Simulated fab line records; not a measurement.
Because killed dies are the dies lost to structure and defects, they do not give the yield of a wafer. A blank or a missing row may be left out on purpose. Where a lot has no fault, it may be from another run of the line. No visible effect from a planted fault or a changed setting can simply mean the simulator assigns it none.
What tool caused it? | flow gf180mcu | Sampling: 12 lots, 36 wafers, 4 of 602 route steps

== WHAT THE GAUGES SHOWED, per wafer ==
GF_PASSIVATION_THK_MEAS_01.
lot  | measured     | on           | PASSIVATION_CVD_00_THK (nm)
L459 | day 28 03:26 | filmMetro-04 | 997 1014 1006
L461 | day 28 14:44 | filmMetro-04 | 1000 1024 1026
L462 | day 29 04:20 | filmMetro-04 | 985 1011 1014
L463 | day 29 08:45 | filmMetro-04 | 992 1011 1028
L464 | day 29 14:56 | filmMetro-02 | 1017 1004 1029
L465 | day 29 23:23 | filmMetro-04 | 993 1012 1020
L466 | day 30 08:01 | filmMetro-02 | 1007 999 1017
L467 | day 30 15:31 | filmMetro-04 | 994 1009 999
L468 | day 30 15:32 | filmMetro-02 | 997 981 1006
L472 | day 31 22:58 | filmMetro-01 | 994 995 1009
L473 | day 32 04:23 | filmMetro-01 | 1003 1012 1022
L477 | day 33 05:15 | filmMetro-04 | 997 1009 1009

== EACH LOT AND THE TOOL THAT RAN IT (in order: tool; ch and the chambers of the sampled wafers; start) ==
lot  | GF_M3_STRIP_17                      | GF_M5_METAL_ETCH_10              | GF_V5_ETCH_17
L459 | plasmaAsher-02 ch 0,1, day 21 08:20 | rieMetal-01 ch 0,1, day 26 07:08 | rieDiel-01 ch 0,3, day 28 03:26 or earlier
L461 | plasmaAsher-01 ch 0,1, day 22 01:28 | rieMetal-03 ch 0,1, day 26 18:26 | rieDiel-02 ch 0,2, day 28 14:44 or earlier
L462 | plasmaAsher-04 ch 0,1, day 22 13:39 | rieMetal-02 ch 0,1, day 27 08:29 | rieDiel-02 ch 0,2,3, day 29 04:20 or earlier
L463 | plasmaAsher-02 ch 0,1, day 22 20:02 | rieMetal-03 ch 0,1, day 27 14:20 | rieDiel-01 ch 1,3, day 29 08:45 or earlier
L464 | plasmaAsher-02 ch 1, day 23 05:27   | rieMetal-03 ch 1, day 27 20:16   | rieDiel-02 ch 0,2,3, day 29 14:56 or earlier
L465 | plasmaAsher-04 ch 0,1, day 23 14:39 | rieMetal-03 ch 0, day 28 05:08   | rieDiel-01 ch 1,2, day 29 23:23 or earlier
L466 | plasmaAsher-01 ch 0,1, day 24 00:16 | rieMetal-02 ch 0, day 28 13:26   | rieDiel-04 ch 0,3, day 30 08:01 or earlier
L467 | plasmaAsher-01 ch 0,1, day 24 10:14 | rieMetal-03 ch 1, day 28 22:32   | rieDiel-01 ch 1,2,3, day 30 15:31 or earlier
L468 | plasmaAsher-02 ch 0,1, day 24 10:54 | rieMetal-02 ch 0, day 28 23:06   | rieDiel-04 ch 0,2,3, day 30 15:32 or earlier
L472 | plasmaAsher-02 ch 0,1, day 25 22:34 | rieMetal-03 ch 0,1, day 30 08:11 | rieDiel-02 ch 0,1,2, day 31 22:58 or earlier
L473 | plasmaAsher-01 ch 0,1, day 26 07:34 | rieMetal-01 ch 0,1, day 30 14:20 | rieDiel-02 ch 2,3, day 32 04:23 or earlier
L477 | plasmaAsher-01 ch 0, day 27 10:40   | rieMetal-01 ch 0,1, day 31 16:20 | rieDiel-04 ch 0,3, day 33 05:15 or earlier
- GF_M3_STRIP_17: strips in O2/N2.
- GF_M5_METAL_ETCH_10: etches the open film in Cl2/BCl3, stops on SiO2, target depth 750.8 nm, time 125.1 s.
- GF_V5_ETCH_17: etches SiO2 in C4F8/O2/Ar, stops on TiN, target depth 855 nm.

== WHAT THE TOOLS THEMSELVES READ (means of the sampled wafers that have a number; where no wafer has one, the mark that the record gives instead) ==
GF_M3_STRIP_17.
lot  | tool           | drypumpMotorCurrentA (A) | heaterPowerW (W) | oesProductAu (a.u.) | stripTimeToEndpointS (s)
L459 | plasmaAsher-02 | 5.6                      | 306              | 0.539               | 7.44
L461 | plasmaAsher-01 | 6.1                      | 330              | 0.534               | 7.35
L462 | plasmaAsher-04 | 5.2                      | 323              | 0.529               | 7.31
L463 | plasmaAsher-02 | 5.6                      | 311              | 0.535               | 7.36
L464 | plasmaAsher-02 | 5.6                      | 305              | 0.538               | 7.44
L465 | plasmaAsher-04 | 5.4                      | 328              | 0.546               | 7.55
L466 | plasmaAsher-01 | 6.1                      | 330              | 0.544               | 7.42
L467 | plasmaAsher-01 | 6.3                      | 313              | 0.541               | 7.49
L468 | plasmaAsher-02 | 5.6                      | 304              | 0.539               | 7.36
L472 | plasmaAsher-02 | 5.6                      | 306              | 0.535               | 7.38
L473 | plasmaAsher-01 | 6.1                      | 324              | 0.530               | 7.31
L477 | plasmaAsher-01 | 6.4                      | 291              | 0.538               | 7.43

GF_M5_METAL_ETCH_10.
lot  | tool        | drypumpMotorCurrentA (A) | oesProductAu (a.u.) | throttleValvePct (%)
L459 | rieMetal-01 | 5.6                      | 0.989               | 28.233
L461 | rieMetal-03 | 6.4                      | 0.990               | 28.227
L462 | rieMetal-02 | 5.6                      | 0.994               | 28.225
L463 | rieMetal-03 | 6.3                      | 0.997               | 28.226
L464 | rieMetal-03 | 5.7                      | 0.993               | 28.217
L465 | rieMetal-03 | 6.8                      | 0.991               | 28.222
L466 | rieMetal-02 | 6.4                      | 0.985               | 28.242
L467 | rieMetal-03 | 5.7                      | 0.996               | 28.220
L468 | rieMetal-02 | 6.4                      | 0.985               | 28.234
L472 | rieMetal-03 | 6.0                      | 0.994               | 28.221
L473 | rieMetal-01 | 5.6                      | 0.995               | 28.230
L477 | rieMetal-01 | 5.6                      | 0.984               | 28.239

GF_V5_ETCH_17.
lot  | tool       | oesProductAu (a.u.)
L459 | rieDiel-01 | 0.859
L461 | rieDiel-02 | 0.861
L462 | rieDiel-02 | 0.858
L463 | rieDiel-01 | 0.863
L464 | rieDiel-02 | 0.861
L465 | rieDiel-01 | 0.856
L466 | rieDiel-04 | 0.859
L467 | rieDiel-01 | 0.855
L468 | rieDiel-04 | 0.856
L472 | rieDiel-02 | 0.864
L473 | rieDiel-02 | 0.859
L477 | rieDiel-04 | 0.859

== THE ANSWER, worked out from the rows above alone ==
Rule: what is usual is taken from the lots themselves. The widest of any qualifying gaps counts: lots, ordered by their means at a reading, are off when they make up no more than a third of the lots, leave a main group of 4 or more, and stand apart from it by 3 or more times the standard deviation of that group's means. A main group whose means are all the same, to the digits that the tables above print for the reading, isn't used. Also off: a lot with no number at a reading for which 4 or more lots have one. Where the step has rows for the other lots, those lots are counted as sound. First the gauges in route order, then the tools' own readings, where a lot's mean is used as printed above. The first step at which some lot is off is used, and at that step the reading that is off furthest; a lot without a number counts as furthest.
No lot is off at any reading shown: from this, nothing can be told.

== WHAT WAS PUT IN BY THE SIMULATOR ==
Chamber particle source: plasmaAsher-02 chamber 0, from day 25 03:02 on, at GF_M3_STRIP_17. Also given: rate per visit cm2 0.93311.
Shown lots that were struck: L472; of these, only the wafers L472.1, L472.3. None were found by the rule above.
